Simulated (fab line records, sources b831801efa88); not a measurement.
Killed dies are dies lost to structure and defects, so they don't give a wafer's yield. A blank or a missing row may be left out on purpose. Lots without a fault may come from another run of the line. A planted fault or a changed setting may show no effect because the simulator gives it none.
A struck lot beside a sound one | flow sky130 | 16 steps out of a route of 708
Sound: wafers L585.2, L585.3, L585.5. Struck: wafer L600.2. (L600.1, L600.6 of the same lot were not struck and are left out.) The cause comes at the end.
At each step with rows: each side's tool, then ch and its chambers, then its first start. Under that, the readings that differ: sound wafers | struck wafers | difference of the means | sigmas: that difference in standard deviations of wafers without a fault.
alike: readings whose means differ by less than 2 such deviations, and words and numbers that are the same on both sides. not compared: withheld readings, readings that some wafer has no value for, bounds like >300 that may hide the same value, and numbers for which the record gives no deviation and whose values overlap.
The two part at a step that has a row with sigmas, a row that says differs or no value, or rows on one side only. Numbers that don't overlap but have no deviation are shown without sigmas and don't part them. A reading that every wafer of one side lacks parts them only if that side has two wafers or more.

first, 7 steps without rows for these wafers: SKY_METAL3_HMDS_06 (prime time 60 s); SKY_METAL3_COAT_07 (resist thk 60 nm); SKY_METAL3_COAT_08 (resist thk 1140 nm); SKY_METAL3_SOFTBAKE_09 (time 90 s); SKY_METAL3_EXPOSE_10 (exposes mask MM3, target cd 300 nm); SKY_METAL3_PEB_11; SKY_METAL3_DEVELOP_12 (develop time 60 s).
SKY_METAL3_CD_MEAS_13: target cd 300 nm.
  sound on cd_sem-02, day 39 06:52; struck on cd_sem-02, day 43 08:51
  alike: cd_nm
SKY_METAL3_OVL_MEAS_14:
  sound on overlay-02, day 39 06:59; struck on overlay-02, day 43 08:58
  alike: METAL3_OVL
SKY_METAL3_DESCUM_15: chemistry O2, time 8 s.
  sound on rie_metal-03 ch 0, day 39 07:01; struck on rie_metal-02 ch 1, day 43 09:01
  reading                     | sound             | struck | difference                   | sigmas
  drypump_motor_current_A (A) | 5.8 5.8 5.8       | 4.6    | -1.2                         | -3
  oes_product_au (a.u.)       | 1.020 1.020 1.024 | 0.996  | -0.025                       | -2
  rf_hours_counter_h (h)      | - - -             | 14     | no value on the sound wafers |
SKY_METAL3_ETCH_16: etches BARC in N2/H2, stops on SiO2, time 88.2 s, target depth 60 nm.
  sound on rie_metal-03 ch 0, day 39 07:06; struck on rie_metal-02 ch 1, day 43 09:02
  reading                     | sound       | struck | difference                   | sigmas
  drypump_motor_current_A (A) | 5.8 5.8 5.8 | 4.7    | -1.1                         | -2
  rf_hours_counter_h (h)      | - - -       | 14     | no value on the sound wafers |
  alike: oes_product_au, throttle_valve_pct
SKY_METAL3_ETCH_17: etches SiO2 in C4F8/O2/Ar, stops on TiN, time 3.9 s, target depth 15 nm.
  sound on rie_diel-04 ch 1,3, day 39 07:16; struck on rie_diel-04 ch 0, day 43 09:08
  alike: oes_product_au
SKY_METAL3_METAL_ETCH_18: etches the open film in Cl2/BCl3, stops on SiO2, target depth 845 nm, time 183.1 s.
  sound on rie_metal-01 ch 1, day 39 07:17; struck on rie_metal-03 ch 1, day 43 09:10
  reading                                       | sound             | struck | difference | sigmas
  mfc_cl2_sccm (sccm)                           | 60.00 60.06 60.08 | 59.69  | -0.36      | -2
  oes_product_au (a.u.)                         | 0.879 0.862 0.872 | 0.857  | -0.014     | -2
  model.KrF-thick_of_METAL3_COAT_08.thk_nm (nm) | 524.4 525.1 524   | 620.1  | +95.6      |
  model.METAL3.cd_nm (nm)                       | 301.5 300.5 299.2 | 312.6  | +12.2      |
  model.SiO2_of_VIA2_HDPCVD_00.thk_nm (nm)      | 465.6 465 466.1   | 469.2  | +3.6       |
  alike: bcl3_flow_sccm, drypump_motor_current_A, throttle_valve_pct
  not compared: rf_hours_counter_h
SKY_METAL3_STRIP_19: strips in O2/N2.
  sound on plasma_asher-02 ch 0,1, day 39 07:28; struck on plasma_asher-03 ch 0, day 43 09:20
  reading                      | sound             | struck | difference | sigmas
  drypump_motor_current_A (A)  | 6.5 6.5 6.1       | 5.3    | -1.1       | -3
  oes_product_au (a.u.)        | 0.504 0.502 0.506 | 0.541  | +0.037     | +6
  strip_time_to_endpoint_s (s) | 6.50 6.52 6.51    | 7.46   | +0.95      | +11
  not compared: rf_hours_counter_h
then, 1 step without rows for these wafers: SKY_METAL3_STRIP_20 (strips in post etch residue remover, time 1200 s).
-- the record jumps here: 6 days lie between the struck wafers' starts before and after (it left off in module METAL3 and takes up again in module PAD_OPEN, whose first step shown is number 708 of the route) --
SKY_PAD_OPEN_PROBE_99:
  sound on prober-02, day 46 08:10; struck on prober-01, day 49 18:08
  reading                        | sound                | struck | difference | sigmas
  model.etest.met3.width_nm (nm) | 302.7 302.2 299.7    | 310.1  | +8.6       |
  model.etest.met3.line_ohm_um   | 0.1396 0.1403 0.1404 | 0.1412 | +0.0011    |
  not compared: model.etest.met3_comb.leak_log10_a_um

WHERE THEY PART
First at SKY_METAL3_DESCUM_15; last, within this record, at SKY_METAL3_STRIP_19.

WHY: what the simulator had put in
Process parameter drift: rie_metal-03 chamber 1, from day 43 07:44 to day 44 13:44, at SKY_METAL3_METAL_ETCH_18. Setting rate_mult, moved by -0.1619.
